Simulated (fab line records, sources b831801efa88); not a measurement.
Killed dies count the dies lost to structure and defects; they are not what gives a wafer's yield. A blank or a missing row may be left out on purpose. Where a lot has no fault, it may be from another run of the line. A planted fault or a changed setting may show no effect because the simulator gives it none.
Shared-tool check	flow gf180mcu	Sampled: 12 lots, 36 wafers

## REASON FOR OPENING
At GF_V5_CD_MEAS_14 the reading cdNm is flagged on 3 of 12 lots. No-fault wafers: 260.4 nm, standard deviation 1.4.
Rule: flag the lot when none of its wafers has a number, or when each of its wafers that has one lies beyond 4 standard deviations from that mean. All remaining lots are regarded as sound.

lot	measured	on	cdNm (nm), wafer by wafer	flag
L439	day 28 06:59	cdSem-01	261.8 261.4 260.6	
L441	day 28 23:22	cdSem-02	262.2 261.1 261.5	
L443	day 29 15:38	cdSem-01	259.0 258.0 259.9	
L445	day 30 08:34	cdSem-01	263.1 262.1 262.9	
L447	day 30 20:40	cdSem-01	261.1 262.2 260.4	
L451	day 31 22:59	cdSem-02	283.4 282.7 281.9	FLAGGED
L453	day 32 08:45	cdSem-02	280.9 281.6 281.4	FLAGGED
L455	day 32 19:46	cdSem-01	260.9 262.3 260.5	
L456	day 33 05:08	cdSem-01	276.3 276.2 276.7	FLAGGED
L457	day 33 05:29	cdSem-01	261.0 261.1 260.2	
L458	day 33 12:14	cdSem-02	260.0 261.1 261.4	
L459	day 33 15:41	cdSem-02	262.5 259.8 261.1	
Average over the flagged lots: 280.1 nm; offset from the usual +19.7 nm, equal to +14 standard deviations.

## WHICH TOOL RAN EACH LOT
Before the reading, the record contains 2 process steps out of a 602-step route. In each cell: the tool, then ch and the chambers that the sampled wafers went through, then the start.
lot	flag	GF_V3_SPUTTER_21	GF_V5_SOFTBAKE_10
L439		pvdSputter-02, day 23 13:16	lithoTrack-04 ch 0, day 27 21:00
L441		pvdSputter-02, day 24 08:35	lithoTrack-04 ch 0, day 28 13:00
L443		pvdSputter-04, day 25 03:51	lithoTrack-01 ch 0, day 29 05:00
L445		pvdSputter-01, day 25 23:50	lithoTrack-04 ch 0, day 29 23:00
L447		pvdSputter-02, day 26 12:21	lithoTrack-02 ch 0, day 30 11:00
L451	FLAGGED	pvdSputter-02, day 27 21:32	lithoTrack-02 ch 0, day 31 14:00
L453	FLAGGED	pvdSputter-04, day 28 08:02	lithoTrack-02 ch 0, day 32 00:00
L455		pvdSputter-04, day 28 20:17	lithoTrack-01 ch 0, day 32 11:00
L456	FLAGGED	pvdSputter-04, day 29 07:01	lithoTrack-02 ch 0, day 32 20:00
L457		pvdSputter-02, day 29 07:23	lithoTrack-04 ch 0, day 32 21:00
L458		pvdSputter-04, day 29 15:11	lithoTrack-01 ch 0, day 33 04:00
L459		pvdSputter-04, day 29 18:03	lithoTrack-04 ch 0, day 33 07:00
What these steps do:
- GF_V3_SPUTTER_21: material Ti, target thk 15 nm, time 80.02 s.
- GF_V5_SOFTBAKE_10: time 60 s.
- GF_V5_CD_MEAS_14: target cd 260 nm.

## FLAGGED AGAINST TOTAL, ONE TOOL AT A TIME (gauges that did the reading follow at the end)
step	tool	lots run	flagged	share of the flagged lots	sound lots run after its first flagged lot
GF_V3_SPUTTER_21	pvdSputter-01	1	0	none	-
GF_V3_SPUTTER_21	pvdSputter-02	5	1	some	1 (L457)
GF_V3_SPUTTER_21	pvdSputter-04	6	2	some	3 (L455,L458,L459)
GF_V5_SOFTBAKE_10	lithoTrack-01	3	0	none	-
GF_V5_SOFTBAKE_10	lithoTrack-02	4	3	all	0
GF_V5_SOFTBAKE_10	lithoTrack-04	5	0	none	-
GF_V5_CD_MEAS_14	cdSem-01	7	1	some	1 (L457)
GF_V5_CD_MEAS_14	cdSem-02	5	2	some	2 (L458,L459)

## WHAT IS ALLOWED BY THE TABLE
1 row of the table ran every flagged lot: lithoTrack-02 at GF_V5_SOFTBAKE_10.
- lithoTrack-02 at GF_V5_SOFTBAKE_10 ran 4 lots, 3 of them flagged. Last sound lot L447 at day 30 11:00, first flagged lot L451 at day 31 14:00; a fault beginning in between fits. Its own readings (heaterPowerTotalW, plateTempC) fall more than 4 standard deviations out on all wafers of the flagged lots.
What remains is a single tool, lithoTrack-02 at GF_V5_SOFTBAKE_10.

## WHAT THE SIMULATOR PUT IN
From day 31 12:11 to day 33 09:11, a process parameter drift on lithoTrack-02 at GF_V5_SOFTBAKE_10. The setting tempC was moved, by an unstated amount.
Struck lots among those shown: L451, L453, L456. The rule given above showed the same thing.
